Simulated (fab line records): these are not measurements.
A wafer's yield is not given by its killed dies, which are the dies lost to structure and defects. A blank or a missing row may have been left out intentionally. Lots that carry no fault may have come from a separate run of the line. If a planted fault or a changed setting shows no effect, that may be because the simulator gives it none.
Which tool is to blame? + flow gf180mcu + 12 lots with 36 wafers sampled at 3 steps, on a route of 602 steps

WHAT THE GAUGES READ, wafer by wafer
GF_V2_RS_MEAS_24: measures by four-point-probe. Usual: V2_W_RS gives 0.330 ohm/sq (standard deviation 0.0036).
| lot  | measured     | on           | V2_W_RS (ohm/sq)  | flag |
|------|--------------|--------------|-------------------|------|
| L368 | day 21 23:49 | filmMetro-03 | 0.330 0.330 0.331 |      |
| L370 | day 22 07:02 | filmMetro-03 | 0.325 0.329 0.330 |      |
| L371 | day 22 16:46 | filmMetro-04 | 0.323 0.321 0.326 |      |
| L377 | day 24 17:08 | filmMetro-01 | 0.327 0.328 0.329 |      |
| L378 | day 24 23:07 | filmMetro-01 | 0.332 0.328 0.330 |      |
| L379 | day 25 10:00 | filmMetro-03 | 0.334 0.333 0.331 |      |
| L380 | day 25 18:47 | filmMetro-04 | 0.333 0.330 0.332 |      |
| L381 | day 25 23:12 | filmMetro-01 | 0.333 0.334 0.338 |      |
| L382 | day 26 06:04 | filmMetro-01 | 0.328 0.329 0.327 |      |
| L383 | day 26 15:26 | filmMetro-03 | 0.329 0.324 0.328 |      |
| L387 | day 27 15:43 | filmMetro-01 | 0.332 0.333 0.330 |      |
| L388 | day 28 00:24 | filmMetro-04 | 0.330 0.331 0.329 |      |

GF_M4_RS_MEAS_05: measures by four-point-probe. Usual: M4_ALCU_RS gives 0.0698 ohm/sq (standard deviation 0.0008).
| lot  | measured     | on           | M4_ALCU_RS (ohm/sq)  | flag |
|------|--------------|--------------|----------------------|------|
| L368 | day 24 01:58 | filmMetro-02 | 0.0704 0.0707 0.0708 |      |
| L370 | day 24 07:37 | filmMetro-02 | 0.0705 0.0699 0.0699 |      |
| L371 | day 24 16:44 | filmMetro-02 | 0.0707 0.0713 0.0711 |      |
| L377 | day 26 15:20 | filmMetro-02 | 0.0692 0.0690 0.0691 |      |
| L378 | day 26 20:54 | filmMetro-02 | 0.0703 0.0695 0.0695 |      |
| L379 | day 27 06:54 | filmMetro-02 | 0.0686 0.0687 0.0685 |      |
| L380 | day 27 15:32 | filmMetro-02 | 0.0708 0.0708 0.0704 |      |
| L381 | day 27 20:02 | filmMetro-01 | 0.0685 0.0684 0.0689 |      |
| L382 | day 28 02:30 | filmMetro-04 | 0.0693 0.0693 0.0698 |      |
| L383 | day 28 11:53 | filmMetro-01 | 0.0703 0.0702 0.0694 |      |
| L387 | day 29 11:16 | filmMetro-02 | 0.0693 0.0700 0.0689 |      |
| L388 | day 29 18:41 | filmMetro-01 | 0.0705 0.0702 0.0708 |      |

WHAT TOOL EACH LOT RAN ON (gives the tool, then ch and the chambers of the sampled wafers, and finally the start)
| lot  | GF_M4_SPUTTER_00            |
|------|-----------------------------|
| L368 | pvdSputter-01, day 24 01:41 |
| L370 | pvdSputter-01, day 24 07:22 |
| L371 | pvdSputter-04, day 24 16:30 |
| L377 | pvdSputter-03, day 26 15:05 |
| L378 | pvdSputter-03, day 26 20:41 |
| L379 | pvdSputter-03, day 27 06:41 |
| L380 | pvdSputter-04, day 27 15:17 |
| L381 | pvdSputter-03, day 27 19:49 |
| L382 | pvdSputter-03, day 28 02:16 |
| L383 | pvdSputter-01, day 28 11:37 |
| L387 | pvdSputter-01, day 29 11:01 |
| L388 | pvdSputter-04, day 29 18:28 |
- GF_M4_SPUTTER_00: material Ti, target thk 37.5 nm, time 150 s.

WHAT THE TOOLS THEMSELVES READ (means of the sampled wafers that have a number; where no wafer has one, the mark that the record gives instead)
GF_M4_SPUTTER_00. Usual: cathodeDcPowerW 3999.9 W, standard deviation 0.71; chamberPressurePa 2.000 Pa, standard deviation 0.0041; substrateTempC 199.97 C, standard deviation 0.17; throttleValvePct 29.9 %, standard deviation 0.83.
| lot  | tool          | cathodeDcPowerW (W) | chamberPressurePa (Pa) | substrateTempC (C) | throttleValvePct (%) | flag |
|------|---------------|---------------------|------------------------|--------------------|----------------------|------|
| L368 | pvdSputter-01 | 3999.5              | 2.002                  | 200.06             | 30.3                 |      |
| L370 | pvdSputter-01 | 4000.7              | 2.001                  | 200.00             | 29.6                 |      |
| L371 | pvdSputter-04 | 4000.8              | 1.999                  | 200.07             | 29.6                 |      |
| L377 | pvdSputter-03 | 4000.2              | 1.998                  | 200.00             | 30.7                 |      |
| L378 | pvdSputter-03 | 3999.4              | 2.000                  | 199.94             | 29.8                 |      |
| L379 | pvdSputter-03 | 3999.4              | 2.002                  | 199.90             | 30.2                 |      |
| L380 | pvdSputter-04 | 3999.8              | 1.999                  | 199.97             | 29.6                 |      |
| L381 | pvdSputter-03 | 4000.4              | 2.000                  | 199.97             | 30.4                 |      |
| L382 | pvdSputter-03 | 4000.2              | 1.999                  | 199.89             | 30.3                 |      |
| L383 | pvdSputter-01 | 4000.1              | 1.996                  | 200.18             | 29.6                 |      |
| L387 | pvdSputter-01 | 3999.7              | 1.996                  | 199.93             | 29.8                 |      |
| L388 | pvdSputter-04 | 3999.6              | 2.001                  | 199.89             | 29.1                 |      |

THE ANSWER, worked out from the rows above alone
Rule: a lot counts as off when the mean over its wafers that have a number is more than 3 standard deviations away from the usual mean. A lot without any number at a reading at which 4 lots or more have one is off too. Where the step has rows for the other lots, those lots are counted as sound. First the gauges in route order, then the tools' own readings, where a lot's mean is used as printed above. The first step at which some lot is off is used, and at that step the reading that is off furthest; a lot without a number counts as furthest.
None of the lots is off at any reading shown; this tells nothing.

WHAT THE SIMULATOR HAD INSERTED
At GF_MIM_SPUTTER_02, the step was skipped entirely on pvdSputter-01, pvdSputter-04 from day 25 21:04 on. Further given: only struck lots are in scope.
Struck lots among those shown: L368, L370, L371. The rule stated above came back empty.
